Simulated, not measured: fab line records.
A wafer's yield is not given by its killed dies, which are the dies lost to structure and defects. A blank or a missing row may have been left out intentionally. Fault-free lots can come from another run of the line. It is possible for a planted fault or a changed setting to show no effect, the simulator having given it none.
What tool caused it? -- flow sky130 -- 6 lots (18 wafers sampled), 1 step of a 708-step route

## WHAT THE GAUGES SHOWED, per wafer
SKY_VIA1_THK_MEAS_01.
lot,measured,on,VIA1_HDPCVD_THK (nm)
L484,day 34 05:05,film metro-03,1033 1023 1037
L489,day 35 04:59,film metro-03,1033 1035 1028
L492,day 35 13:41,film metro-01,1036 1049 1030
L493,day 36 02:45,film metro-01,1042 1031 1045
L499,day 38 00:14,film metro-01,1031 1033 1029
L504,day 39 08:04,film metro-04,1044 1040 1044

## TOOL THAT RAN EACH LOT (tool first, then ch and the chambers of the sampled wafers, then the start)
The record holds no process step before these readings.

## THE ANSWER, worked out from the rows above alone
Rule: the usual values come from the lots themselves. Put in order of their means at a reading, lots are off if they are a third of the lots or fewer, leave a main group of 4 or more, and stand apart from it by a gap of 3 or more times the standard deviation of the main group's means; of several such gaps the widest counts. Not used: any main group whose means are identical at the precision the tables above print for the reading. Also off: a lot with no number at a reading for which 4 or more lots have one. All remaining lots with rows at the step are treated as sound.
None of the lots is off at any reading shown; this tells nothing.

## WHAT WAS PUT IN BY THE SIMULATOR
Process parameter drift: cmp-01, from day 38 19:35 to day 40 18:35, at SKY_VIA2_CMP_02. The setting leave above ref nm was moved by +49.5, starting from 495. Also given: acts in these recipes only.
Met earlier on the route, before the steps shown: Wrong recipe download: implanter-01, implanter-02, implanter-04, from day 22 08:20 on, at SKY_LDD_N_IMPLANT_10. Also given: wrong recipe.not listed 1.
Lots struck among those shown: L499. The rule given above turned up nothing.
